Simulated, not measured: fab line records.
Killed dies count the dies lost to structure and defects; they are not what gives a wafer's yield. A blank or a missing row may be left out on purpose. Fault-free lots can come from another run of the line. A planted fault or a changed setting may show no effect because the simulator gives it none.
What tool caused it? / flow gf180mcu / Sampling: 13 lots, 39 wafers, 4 of 602 route steps

== WHAT EACH GAUGE READ, for each wafer ==
GF_MIM_THK_MEAS_11: measures by xrf.
lot=L506; measured=day 24 16:59; on=film_metro-02; MIM_ALCU_THK (nm)=200.2 205.6 199.8
lot=L508; measured=day 25 14:26; on=film_metro-02; MIM_ALCU_THK (nm)=198.9 202.8 202.1
lot=L510; measured=day 26 05:19; on=film_metro-02; MIM_ALCU_THK (nm)=201.2 199.7 200.0
lot=L511; measured=day 26 18:02; on=film_metro-03; MIM_ALCU_THK (nm)=203.2 203.7 201.6
lot=L512; measured=day 26 21:40; on=film_metro-02; MIM_ALCU_THK (nm)=196.6 198.7 196.8
lot=L513; measured=day 27 15:29; on=film_metro-03; MIM_ALCU_THK (nm)=201.8 204.1 203.4
lot=L516; measured=day 28 07:44; on=film_metro-02; MIM_ALCU_THK (nm)=195.8 197.5 198.5
lot=L518; measured=day 28 20:53; on=film_metro-04; MIM_ALCU_THK (nm)=199.0 199.7 200.4
lot=L520; measured=day 29 15:23; on=film_metro-03; MIM_ALCU_THK (nm)=201.3 198.6 200.1
lot=L525; measured=day 30 18:40; on=film_metro-02; MIM_ALCU_THK (nm)=194.9 197.0 196.1
lot=L526; measured=day 31 00:37; on=film_metro-03; MIM_ALCU_THK (nm)=196.5 197.3 197.8
lot=L528; measured=day 31 11:52; on=film_metro-02; MIM_ALCU_THK (nm)=202.0 204.0 203.2
lot=L529; measured=day 31 17:11; on=film_metro-03; MIM_ALCU_THK (nm)=198.0 200.5 198.7

GF_PASSIVATION_BOW_MEAS_14.
lot=L506; measured=day 29 06:27; on=film_metro-03; PASSIVATION_BOW (um)=129 135 132
lot=L508; measured=day 30 01:31; on=film_metro-04; PASSIVATION_BOW (um)=140 136 121
lot=L510; measured=day 30 13:41; on=film_metro-03; PASSIVATION_BOW (um)=130 127 146
lot=L511; measured=day 31 01:32; on=film_metro-01; PASSIVATION_BOW (um)=142 148 144
lot=L512; measured=day 31 03:32; on=film_metro-04; PASSIVATION_BOW (um)=133 139 142
lot=L513; measured=day 31 21:20; on=film_metro-03; PASSIVATION_BOW (um)=132 144 127
lot=L516; measured=day 32 11:11; on=film_metro-04; PASSIVATION_BOW (um)=126 131 139
lot=L518; measured=day 32 22:02; on=film_metro-03; PASSIVATION_BOW (um)=145 145 140
lot=L520; measured=day 33 12:43; on=film_metro-03; PASSIVATION_BOW (um)=140 127 139
lot=L525; measured=day 34 11:24; on=film_metro-01; PASSIVATION_BOW (um)=121 121 132
lot=L526; measured=day 34 18:11; on=film_metro-03; PASSIVATION_BOW (um)=134 118 130
lot=L528; measured=day 35 03:19; on=film_metro-01; PASSIVATION_BOW (um)=129 144 132
lot=L529; measured=day 35 05:49; on=film_metro-03; PASSIVATION_BOW (um)=142 143 147

== WHICH TOOL RAN EACH LOT (tool, then ch and the chambers of the sampled wafers, then the start) ==
lot=L506; GF_HV_LDD_STRIP_10=plasma_asher-01 ch 1, day 10 01:56; GF_M5_ETCH_09=rie_diel-01 ch 1,3, day 26 12:23
lot=L508; GF_HV_LDD_STRIP_10=plasma_asher-02 ch 0,1, day 10 16:05; GF_M5_ETCH_09=rie_diel-01 ch 2,3, day 27 08:59
lot=L510; GF_HV_LDD_STRIP_10=plasma_asher-01 ch 0,1, day 11 07:44; GF_M5_ETCH_09=rie_diel-01 ch 0,1,3, day 27 22:18
lot=L511; GF_HV_LDD_STRIP_10=plasma_asher-02 ch 0,1, day 11 20:07; GF_M5_ETCH_09=rie_diel-02 ch 1,2, day 28 11:26
lot=L512; GF_HV_LDD_STRIP_10=plasma_asher-01 ch 0,1, day 11 21:23; GF_M5_ETCH_09=rie_diel-01 ch 0,1,3, day 28 14:02
lot=L513; GF_HV_LDD_STRIP_10=plasma_asher-01 ch 0,1, day 12 16:25; GF_M5_ETCH_09=rie_diel-01 ch 0,1,3, day 29 07:32
lot=L516; GF_HV_LDD_STRIP_10=plasma_asher-01 ch 0,1, day 13 05:43; GF_M5_ETCH_09=rie_diel-02 ch 0,3, day 29 22:59
lot=L518; GF_HV_LDD_STRIP_10=plasma_asher-01 ch 0,1, day 13 23:05; GF_M5_ETCH_09=rie_diel-02 ch 0,2, day 30 11:26
lot=L520; GF_HV_LDD_STRIP_10=plasma_asher-02 ch 0,1, day 14 14:40; GF_M5_ETCH_09=rie_diel-01 ch 2,3, day 31 04:47
lot=L525; GF_HV_LDD_STRIP_10=plasma_asher-04 ch 0,1, day 16 01:10; GF_M5_ETCH_09=rie_diel-02 ch 0,2,3, day 32 05:38
lot=L526; GF_HV_LDD_STRIP_10=plasma_asher-01 ch 0,1, day 16 07:32; GF_M5_ETCH_09=rie_diel-03 ch 0,2,3, day 32 11:59
lot=L528; GF_HV_LDD_STRIP_10=plasma_asher-04 ch 0,1, day 16 22:23; GF_M5_ETCH_09=rie_diel-02 ch 0,1,3, day 32 22:56
lot=L529; GF_HV_LDD_STRIP_10=plasma_asher-04 ch 0,1, day 17 04:28; GF_M5_ETCH_09=rie_diel-02 ch 0,2,3, day 33 01:56
- GF_HV_LDD_STRIP_10: strips in O2/N2.
- GF_M5_ETCH_09: etches Si3N4 in CF4/O2, target depth 52 nm, time 11.6 s.

== AS READ BY THE TOOLS THEMSELVES (means over the sampled wafers that have a number; for cases with no such wafer, the mark the record gives instead) ==
GF_HV_LDD_STRIP_10.
lot=L506; tool=plasma_asher-01; drypump_motor_current_A (A)=6.0; heater_power_w (W)=368; n2_flow_sccm (sccm)=299.6; oes_product_au (a.u.)=0.718; strip_time_to_endpoint_s (s)=12.68
lot=L508; tool=plasma_asher-02; drypump_motor_current_A (A)=5.5; heater_power_w (W)=298; n2_flow_sccm (sccm)=300.2; oes_product_au (a.u.)=0.715; strip_time_to_endpoint_s (s)=12.68
lot=L510; tool=plasma_asher-01; drypump_motor_current_A (A)=5.8; heater_power_w (W)=368; n2_flow_sccm (sccm)=298.9; oes_product_au (a.u.)=0.712; strip_time_to_endpoint_s (s)=12.66
lot=L511; tool=plasma_asher-02; drypump_motor_current_A (A)=5.5; heater_power_w (W)=289; n2_flow_sccm (sccm)=300.1; oes_product_au (a.u.)=0.718; strip_time_to_endpoint_s (s)=12.62
lot=L512; tool=plasma_asher-01; drypump_motor_current_A (A)=5.8; heater_power_w (W)=372; n2_flow_sccm (sccm)=300.0; oes_product_au (a.u.)=0.719; strip_time_to_endpoint_s (s)=12.62
lot=L513; tool=plasma_asher-01; drypump_motor_current_A (A)=5.7; heater_power_w (W)=377; n2_flow_sccm (sccm)=299.6; oes_product_au (a.u.)=0.713; strip_time_to_endpoint_s (s)=12.67
lot=L516; tool=plasma_asher-01; drypump_motor_current_A (A)=5.8; heater_power_w (W)=370; n2_flow_sccm (sccm)=299.4; oes_product_au (a.u.)=0.715; strip_time_to_endpoint_s (s)=12.65
lot=L518; tool=plasma_asher-01; drypump_motor_current_A (A)=5.8; heater_power_w (W)=377; n2_flow_sccm (sccm)=300.4; oes_product_au (a.u.)=0.717; strip_time_to_endpoint_s (s)=12.63
lot=L520; tool=plasma_asher-02; drypump_motor_current_A (A)=5.5; heater_power_w (W)=284; n2_flow_sccm (sccm)=299.5; oes_product_au (a.u.)=0.717; strip_time_to_endpoint_s (s)=12.65
lot=L525; tool=plasma_asher-04; drypump_motor_current_A (A)=5.1; heater_power_w (W)=313; n2_flow_sccm (sccm)=299.2; oes_product_au (a.u.)=0.715; strip_time_to_endpoint_s (s)=12.68
lot=L526; tool=plasma_asher-01; drypump_motor_current_A (A)=5.6; heater_power_w (W)=374; n2_flow_sccm (sccm)=299.7; oes_product_au (a.u.)=0.718; strip_time_to_endpoint_s (s)=12.66
lot=L528; tool=plasma_asher-04; drypump_motor_current_A (A)=5.1; heater_power_w (W)=313; n2_flow_sccm (sccm)=300.3; oes_product_au (a.u.)=0.719; strip_time_to_endpoint_s (s)=12.60
lot=L529; tool=plasma_asher-04; drypump_motor_current_A (A)=5.1; heater_power_w (W)=316; n2_flow_sccm (sccm)=301.2; oes_product_au (a.u.)=0.720; strip_time_to_endpoint_s (s)=12.73

GF_M5_ETCH_09.
lot=L506; tool=rie_diel-01; drypump_motor_current_A (A)=5.7; oes_product_au (a.u.)=1.011; throttle_valve_pct (%)=5.969
lot=L508; tool=rie_diel-01; drypump_motor_current_A (A)=5.8; oes_product_au (a.u.)=1.001; throttle_valve_pct (%)=5.973
lot=L510; tool=rie_diel-01; drypump_motor_current_A (A)=5.7; oes_product_au (a.u.)=1.004; throttle_valve_pct (%)=5.968
lot=L511; tool=rie_diel-02; drypump_motor_current_A (A)=6.1; oes_product_au (a.u.)=1.003; throttle_valve_pct (%)=5.975
lot=L512; tool=rie_diel-01; drypump_motor_current_A (A)=5.7; oes_product_au (a.u.)=1.004; throttle_valve_pct (%)=5.980
lot=L513; tool=rie_diel-01; drypump_motor_current_A (A)=5.7; oes_product_au (a.u.)=1.000; throttle_valve_pct (%)=5.963
lot=L516; tool=rie_diel-02; drypump_motor_current_A (A)=5.4; oes_product_au (a.u.)=1.013; throttle_valve_pct (%)=5.965
lot=L518; tool=rie_diel-02; drypump_motor_current_A (A)=5.4; oes_product_au (a.u.)=1.005; throttle_valve_pct (%)=5.977
lot=L520; tool=rie_diel-01; drypump_motor_current_A (A)=5.8; oes_product_au (a.u.)=1.000; throttle_valve_pct (%)=5.972
lot=L525; tool=rie_diel-02; drypump_motor_current_A (A)=5.4; oes_product_au (a.u.)=1.016; throttle_valve_pct (%)=5.975
lot=L526; tool=rie_diel-03; drypump_motor_current_A (A)=6.0; oes_product_au (a.u.)=0.996; throttle_valve_pct (%)=5.967
lot=L528; tool=rie_diel-02; drypump_motor_current_A (A)=5.8; oes_product_au (a.u.)=1.017; throttle_valve_pct (%)=5.976
lot=L529; tool=rie_diel-02; drypump_motor_current_A (A)=5.4; oes_product_au (a.u.)=1.009; throttle_valve_pct (%)=5.964

== THE ANSWER, worked out from the rows above alone ==
Rule: what is usual is taken from the lots themselves. Put in order of their means at a reading, lots are off if they are a third of the lots or fewer, leave a main group of 4 or more, and stand apart from it by a gap of 3 or more times the standard deviation of the main group's means; of several such gaps the widest counts. If all means in a main group match to the digits the tables above print for the reading, that group is not used. A lot without any number at a reading at which 4 lots or more have one is off too. The other lots that the step has rows for count as sound. Order of review: gauges by route order, followed by the tools' own readings, for which a lot's mean as printed above is used. The first step at which some lot is off is used, and at that step the reading that is off furthest; a lot without a number counts as furthest.
None of the lots is off at any reading shown; this tells nothing.

== WHAT WAS PUT IN BY THE SIMULATOR ==
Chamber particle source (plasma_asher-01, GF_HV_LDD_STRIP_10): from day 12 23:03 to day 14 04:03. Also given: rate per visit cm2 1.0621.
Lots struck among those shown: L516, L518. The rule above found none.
